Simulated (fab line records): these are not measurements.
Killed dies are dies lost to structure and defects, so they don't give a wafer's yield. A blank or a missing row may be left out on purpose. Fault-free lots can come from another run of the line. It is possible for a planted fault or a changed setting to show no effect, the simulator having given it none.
Which tool was responsible? ; flow sky130 ; 24 lots, 72 wafers sampled, at 6 steps of a route of 708

WHAT THE GAUGES SHOWED, per wafer
SKY_VIA1_OVL_MEAS_13.
lot;measured;on;VIA1_OVL (nm)
L075;day 34 09:16;overlay-01;5 -3 5
L074;day 34 10:59;overlay-02;5 7 5
L077;day 34 23:38;overlay-02;-4 6 -4
L076;day 35 00:46;overlay-01;4 -1 -2
L078;day 35 07:50;overlay-01;3 0 -2
L079;day 35 23:53;overlay-01;7 4 1
L081;day 36 05:29;overlay-01;-14 -10 -4
L080;day 36 08:19;overlay-02;17 10 11
L082;day 36 13:36;overlay-02;-7 -6 -1
L083;day 36 23:35;overlay-01;-5 -1 1
L084;day 37 05:38;overlay-01;4 -3 -1
L085;day 37 08:51;overlay-02;0 -4 3
L086;day 37 21:19;overlay-01;-5 5 2
L087;day 38 05:50;overlay-02;2 1 9
L088;day 38 17:55;overlay-01;-1 2 -3
L089;day 38 19:25;overlay-02;2 4 2
L090;day 39 01:25;overlay-01;12 17 11
L091;day 39 07:17;overlay-02;-1 -5 -4
L092;day 39 07:37;overlay-02;6 7 -3
L093;day 39 17:08;overlay-01;2 4 13
L094;day 39 20:11;overlay-01;-3 -10 -6
L095;day 40 00:43;overlay-02;6 5 3
L096;day 40 06:55;overlay-01;1 -1 -3
L097;day 40 18:05;overlay-02;-5 -2 6

SKY_CAPM_OVL_MEAS_12.
lot;measured;on;CAPM_OVL (nm)
L075;day 37 19:31;overlay-01;0.7 -0.6 0.1
L074;day 37 20:37;overlay-02;-2.6 -1.5 -0.9
L077;day 38 09:13;overlay-01;-0.3 -0.1 -1.7
L076;day 38 10:19;overlay-01;-3.8 -2.8 -1.8
L078;day 38 17:49;overlay-02;1.4 -1.8 -0.8
L079;day 39 08:46;overlay-02;0.9 -0.4 -0.1
L081;day 39 14:10;overlay-01;-1.8 -0.5 -0.3
L080;day 39 17:10;overlay-02;-3.4 -2.9 -3.9
L082;day 39 22:16;overlay-02;1.2 0.1 1.0
L083;day 40 07:16;overlay-02;-1.5 -2.4 -3.0
L084;day 40 13:37;overlay-02;0.8 0.1 0.2
L085;day 40 14:14;overlay-01;-2.6 -2.4 -2.9
L086;day 41 04:37;overlay-01;-3.3 -3.3 -3.1
L087;day 41 12:43;overlay-01;0.4 -0.4 -0.2
L088;day 41 23:46;overlay-01;-1.1 1.3 0.2
L089;day 42 01:22;overlay-02;-0.7 0.0 -1.4
L090;day 42 08:29;overlay-02;-2.7 -3.9 -4.2
L091;day 42 12:23;overlay-01;-0.5 -1.1 -1.9
L092;day 42 13:29;overlay-01;-0.8 0.0 -1.8
L093;day 42 22:31;overlay-02;-2.9 -0.9 -2.5
L094;day 43 00:08;overlay-02;-1.0 -1.0 -0.8
L095;day 43 03:56;overlay-01;0.5 -0.5 0.1
L096;day 43 10:55;overlay-01;-1.6 -1.0 -2.0
L097;day 43 21:37;overlay-01;-1.7 -0.4 -2.1

SKY_METAL5_RS_MEAS_05: a four-point-probe measurement.
lot;measured;on;METAL5_ALCU_RS (ohm/sq)
L075;day 43 04:37;film-metro-01;0.0268 0.0266 0.02711
L074;day 43 05:17;film-metro-03;0.02726 0.02746 0.02745
L077;day 43 17:59;film-metro-03;0.02736 0.02716 0.02717
L076;day 43 19:13;film-metro-01;0.027 0.02697 0.02682
L078;day 44 00:34;film-metro-01;0.02744 0.0269 0.02717
L079;day 44 17:31;film-metro-02;0.02694 0.02694 0.02696
L081;day 44 20:33;film-metro-03;0.02702 0.02691 0.02717
L080;day 44 23:11;film-metro-03;0.0273 0.02708 0.02683
L082;day 45 04:48;film-metro-02;0.0279 0.02765 0.02761
L083;day 45 11:26;film-metro-01;0.02672 0.02704 0.02706
L084;day 45 17:34;film-metro-03;0.02743 0.02741 0.0272
L085;day 45 18:56;film-metro-03;0.0272 0.02684 0.0271
L086;day 46 07:29;film-metro-03;0.02695 0.02661 0.02655
L087;day 46 15:02;film-metro-03;0.02687 0.02699 0.02681
L088;day 46 22:41;film-metro-01;0.0273 0.02696 0.02676
L089;day 47 00:22;film-metro-02;0.02717 0.02726 0.02722
L090;day 47 07:47;film-metro-03;0.02688 0.02703 0.02731
L091;day 47 10:29;film-metro-02;0.02681 0.02718 0.02674
L092;day 47 11:17;film-metro-02;0.02716 0.02736 0.02747
L093;day 47 18:28;film-metro-02;0.02688 0.02689 0.02693
L094;day 47 20:10;film-metro-01;0.0271 0.0267 0.02649
L095;day 47 23:49;film-metro-01;0.02689 0.02685 0.0269
L096;day 48 05:40;film-metro-02;0.02699 0.02696 0.02672
L097;day 48 13:59;film-metro-03;0.02766 0.02742 0.02759

WHICH TOOL RAN EACH LOT (tool, then ch and the chambers of the sampled wafers, then the start)
lot;SKY_CAP2M_METAL_ETCH_13;SKY_VIA4_SPUTTER_17;SKY_METAL5_SPUTTER_00
L075;rie-metal-03 ch 0,1, day 41 01:35;pvd-sputter-02, day 43 03:45;pvd-sputter-03, day 43 04:26
L074;rie-metal-04 ch 0,1, day 41 02:15;pvd-sputter-01, day 43 04:26;pvd-sputter-04, day 43 05:07
L077;rie-metal-01 ch 0,1, day 41 14:52;pvd-sputter-01, day 43 17:07;pvd-sputter-04, day 43 17:49
L076;rie-metal-03 ch 0,1, day 41 16:18;pvd-sputter-01, day 43 18:22;pvd-sputter-01, day 43 19:03
L078;rie-metal-04 ch 0,1, day 41 22:34;pvd-sputter-02, day 43 23:41;pvd-sputter-03, day 44 00:23
L079;rie-metal-01 ch 0,1, day 42 13:59;pvd-sputter-03, day 44 16:31;pvd-sputter-03, day 44 17:20
L081;rie-metal-01 ch 0, day 42 17:12;pvd-sputter-02, day 44 19:13;pvd-sputter-01, day 44 20:22
L080;rie-metal-01 ch 0,1, day 42 21:14;pvd-sputter-02, day 44 22:17;pvd-sputter-03, day 44 22:59
L082;rie-metal-01 ch 0,1, day 43 02:44;pvd-sputter-01, day 45 03:54;pvd-sputter-03, day 45 04:35
L083;rie-metal-01 ch 0,1, day 43 10:25;pvd-sputter-03, day 45 10:34;pvd-sputter-01, day 45 11:16
L084;rie-metal-01 ch 0,1, day 43 17:19;pvd-sputter-01, day 45 16:43;pvd-sputter-01, day 45 17:24
L085;rie-metal-04 ch 0,1, day 43 17:59;pvd-sputter-03, day 45 18:01;pvd-sputter-01, day 45 18:42
L086;rie-metal-04 ch 0, day 44 07:55;pvd-sputter-03, day 46 06:20;pvd-sputter-04, day 46 07:18
L087;rie-metal-04 ch 0,1, day 44 16:01;pvd-sputter-03, day 46 14:10;pvd-sputter-01, day 46 14:52
L088;rie-metal-03 ch 0, day 45 01:21;pvd-sputter-03, day 46 21:49;pvd-sputter-01, day 46 22:31
L089;rie-metal-04 ch 0,1, day 45 01:53;pvd-sputter-01, day 46 23:31;pvd-sputter-04, day 47 00:13
L090;rie-metal-01 ch 0,1, day 45 09:41;pvd-sputter-03, day 47 06:53;pvd-sputter-03, day 47 07:35
L091;rie-metal-03 ch 0,1, day 45 13:08;pvd-sputter-03, day 47 09:34;pvd-sputter-03, day 47 10:15
L092;rie-metal-01 ch 0,1, day 45 14:41;pvd-sputter-01, day 47 10:13;pvd-sputter-01, day 47 11:04
L093;rie-metal-03 ch 0,1, day 45 22:19;pvd-sputter-03, day 47 17:37;pvd-sputter-04, day 47 18:18
L094;rie-metal-04 ch 0,1, day 46 00:22;pvd-sputter-03, day 47 19:16;pvd-sputter-04, day 47 19:57
L095;rie-metal-03 ch 0,1, day 46 03:47;pvd-sputter-02, day 47 22:55;pvd-sputter-04, day 47 23:36
L096;rie-metal-01 ch 0,1, day 46 10:25;pvd-sputter-02, day 48 04:42;pvd-sputter-01, day 48 05:29
L097;rie-metal-04 ch 0,1, day 46 19:16;pvd-sputter-02, day 48 13:01;pvd-sputter-04, day 48 13:50
- SKY_CAP2M_METAL_ETCH_13: etches TiN in Cl2/BCl3, stops on SiO2, target depth 220 nm, time 62.9 s.
- SKY_VIA4_SPUTTER_17: material TiN, target thk 20 nm, time 80 s.
- SKY_METAL5_SPUTTER_00: material Ti, target thk 15 nm, time 10 s.

AS READ BY THE TOOLS THEMSELVES (means over the sampled wafers that have a number; for cases with no such wafer, the mark the record gives instead)
SKY_CAP2M_METAL_ETCH_13.
lot;tool;drypump-motor-current-A (A);oes-product-au (a.u.);throttle-valve-pct (%)
L075;rie-metal-03;5.3;0.954;21.887
L074;rie-metal-04;5.3;0.949;21.901
L077;rie-metal-01;5.8;0.933;21.902
L076;rie-metal-03;5.3;0.936;21.912
L078;rie-metal-04;5.9;0.937;21.910
L079;rie-metal-01;5.8;0.938;21.888
L081;rie-metal-01;5.7;0.939;21.911
L080;rie-metal-01;5.8;0.948;21.900
L082;rie-metal-01;5.7;0.936;21.898
L083;rie-metal-01;5.8;0.940;21.900
L084;rie-metal-01;5.7;0.941;21.906
L085;rie-metal-04;5.4;0.947;21.894
L086;rie-metal-04;4.8;0.938;21.906
L087;rie-metal-04;5.4;0.947;21.903
L088;rie-metal-03;5.6;0.940;21.907
L089;rie-metal-04;5.9;0.938;21.896
L090;rie-metal-01;5.8;0.946;21.893
L091;rie-metal-03;5.3;0.941;21.915
L092;rie-metal-01;5.8;0.949;21.899
L093;rie-metal-03;5.3;0.930;21.909
L094;rie-metal-04;5.9;0.943;21.906
L095;rie-metal-03;5.3;0.945;21.899
L096;rie-metal-01;5.8;0.935;21.912
L097;rie-metal-04;5.4;0.945;21.891

SKY_VIA4_SPUTTER_17.
lot;tool;throttle-valve-pct (%)
L075;pvd-sputter-02;29.8
L074;pvd-sputter-01;29.4
L077;pvd-sputter-01;29.6
L076;pvd-sputter-01;29.4
L078;pvd-sputter-02;29.9
L079;pvd-sputter-03;30.0
L081;pvd-sputter-02;31.0
L080;pvd-sputter-02;29.8
L082;pvd-sputter-01;29.5
L083;pvd-sputter-03;29.7
L084;pvd-sputter-01;29.6
L085;pvd-sputter-03;29.5
L086;pvd-sputter-03;30.7
L087;pvd-sputter-03;30.2
L088;pvd-sputter-03;29.0
L089;pvd-sputter-01;29.6
L090;pvd-sputter-03;30.8
L091;pvd-sputter-03;31.2
L092;pvd-sputter-01;30.3
L093;pvd-sputter-03;30.2
L094;pvd-sputter-03;30.6
L095;pvd-sputter-02;30.1
L096;pvd-sputter-02;30.8
L097;pvd-sputter-02;29.0

SKY_METAL5_SPUTTER_00.
lot;tool;throttle-valve-pct (%)
L075;pvd-sputter-03;30.8
L074;pvd-sputter-04;31.1
L077;pvd-sputter-04;31.3
L076;pvd-sputter-01;29.5
L078;pvd-sputter-03;29.9
L079;pvd-sputter-03;30.7
L081;pvd-sputter-01;29.8
L080;pvd-sputter-03;30.1
L082;pvd-sputter-03;30.9
L083;pvd-sputter-01;29.9
L084;pvd-sputter-01;29.6
L085;pvd-sputter-01;29.7
L086;pvd-sputter-04;30.8
L087;pvd-sputter-01;29.7
L088;pvd-sputter-01;29.9
L089;pvd-sputter-04;30.8
L090;pvd-sputter-03;30.8
L091;pvd-sputter-03;30.3
L092;pvd-sputter-01;29.9
L093;pvd-sputter-04;30.9
L094;pvd-sputter-04;30.9
L095;pvd-sputter-04;31.8
L096;pvd-sputter-01;29.6
L097;pvd-sputter-04;31.0

THE ANSWER, worked out from the rows above alone
Rule: the usual values come from the lots themselves. The widest of any qualifying gaps counts: lots, ordered by their means at a reading, are off when they make up no more than a third of the lots, leave a main group of 4 or more, and stand apart from it by 3 or more times the standard deviation of that group's means. A main group whose means are all the same, to the digits that the tables above print for the reading, isn't used. Also off: a lot with no number at a reading for which 4 or more lots have one. Any other lot the step has rows for is counted as sound. After the gauges, taken in route order, come the tools' own readings; for these a lot's mean is taken, as printed above. The first step at which some lot is off is used, and at that step the reading that is off furthest; a lot without a number counts as furthest.
None of the lots is off at any reading shown; this tells nothing.

WHAT WAS PUT IN BY THE SIMULATOR
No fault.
